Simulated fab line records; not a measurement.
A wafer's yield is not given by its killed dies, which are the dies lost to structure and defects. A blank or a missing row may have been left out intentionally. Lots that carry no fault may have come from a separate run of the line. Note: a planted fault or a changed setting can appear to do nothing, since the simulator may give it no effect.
A struck lot beside a sound one ; flow gf180mcu ; 21 out of 602 route steps
Sound: wafers L903.2, L903.4, L903.5. The struck wafers were L909.3, L909.4, L909.6. Last of all comes the cause.
At each step with rows: each side's tool, then ch and its chambers, then its first start. Under that, the readings that differ: sound wafers ; struck wafers ; difference of the means ; sigmas: that difference in standard deviations of wafers without a fault.
alike: readings whose means differ by less than 2 such deviations, and words and numbers that are the same on both sides. not compared: withheld readings, readings that some wafer has no value for, bounds like >300 that may hide the same value, and numbers for which the record gives no deviation and whose values overlap.
The two part at a step that has a row with sigmas, a row that says differs or no value, or rows on one side only. When numbers do not overlap yet have no deviation, they are printed without sigmas and do not part them. Lack of a reading on every wafer of one side parts them only where that side has two or more wafers.

first, 3 steps without rows for these wafers: GF_LVPWELL_EXPOSE_04 (exposes mask LVPWELL, target cd 600 nm); GF_LVPWELL_PEB_05; GF_LVPWELL_DEVELOP_06 (develop time 60 s).
GF_LVPWELL_OVL_MEAS_07:
  sound on overlay-01 at day 4 13:51; struck on overlay-01 at day 5 13:28
reading;sound;struck;difference;sigmas
LVPWELL_OVL (nm);2.5 0.6 3.5;-0.8 -2.3 -0.7;-3.5;-2
then, 2 steps without rows for these wafers: GF_LVPWELL_IMPLANT_08; GF_LVPWELL_IMPLANT_09.
GF_LVPWELL_STRIP_10: strips in O2/N2.
  sound on plasma_asher-03 ch 0,1, day 4 14:11; struck on plasma_asher-03 ch 0,1, day 5 13:49
  alike: drypump_motor_current_A, heater_power_w, o2_flow_sccm, oes_product_au, strip_time_to_endpoint_s
  not compared: rf_hours_counter_h
GF_LVPWELL_TW_MEAS_11:
  sound on film_metro-01 at day 4 14:17; struck on film_metro-02 at day 5 13:54
  alike: LVPWELL_TW
then, 4 steps without rows for these wafers: GF_MVSD_DEHYDRATE_00 (time 60 s); GF_MVSD_HMDS_01 (prime time 60 s); GF_MVSD_COAT_02 (resist thk 3000 nm); GF_MVSD_SOFTBAKE_03.
GF_MVSD_EXPOSE_04: exposes mask MVSD, target cd 1000 nm.
  sound on iline_stepper-01 ch 0, day 4 20:59; struck on iline_stepper-02 ch 0, day 5 20:47
reading;sound;struck;difference;sigmas
mask;MVSD#0 MVSD#0 MVSD#0;MVPSD#0 MVPSD#0 MVPSD#0;differs;
  alike: focus_offset_nm
then, 2 steps without rows for these wafers: GF_MVSD_PEB_05; GF_MVSD_DEVELOP_06 (develop time 60 s).
GF_MVSD_OVL_MEAS_07:
  sound on overlay-02 at day 5 03:36; struck on overlay-02 at day 6 04:09
reading;sound;struck;difference;sigmas
MVSD_OVL (nm);-0.9 0.7 -0.4;- - -;no value on the struck wafers;
then, 2 steps without rows for these wafers: GF_MVSD_IMPLANT_08; GF_MVSD_IMPLANT_09.
GF_MVSD_STRIP_10: strips in O2/N2.
  sound on plasma_asher-04 ch 1, day 5 03:56; struck on plasma_asher-01 ch 0,1, day 6 04:31
  alike: drypump_motor_current_A, heater_power_w, o2_flow_sccm, oes_product_au, strip_time_to_endpoint_s
  not compared: rf_hours_counter_h
GF_MVSD_TW_MEAS_11:
  sound on film_metro-02 at day 5 04:02; struck on film_metro-01 at day 6 04:52
reading;sound;struck;difference;sigmas
MVSD_TW;1582 1588 1582;30 30 30;-1554;-99 or more
  not compared: hold
following that, these wafers have no rows for 1 step: GF_PASSIVATION_PROBE_99.

## WHERE THEY PART
At GF_LVPWELL_OVL_MEAS_07 first; at GF_MVSD_TW_MEAS_11 last (within this record only).

WHY: whatever the simulator had introduced
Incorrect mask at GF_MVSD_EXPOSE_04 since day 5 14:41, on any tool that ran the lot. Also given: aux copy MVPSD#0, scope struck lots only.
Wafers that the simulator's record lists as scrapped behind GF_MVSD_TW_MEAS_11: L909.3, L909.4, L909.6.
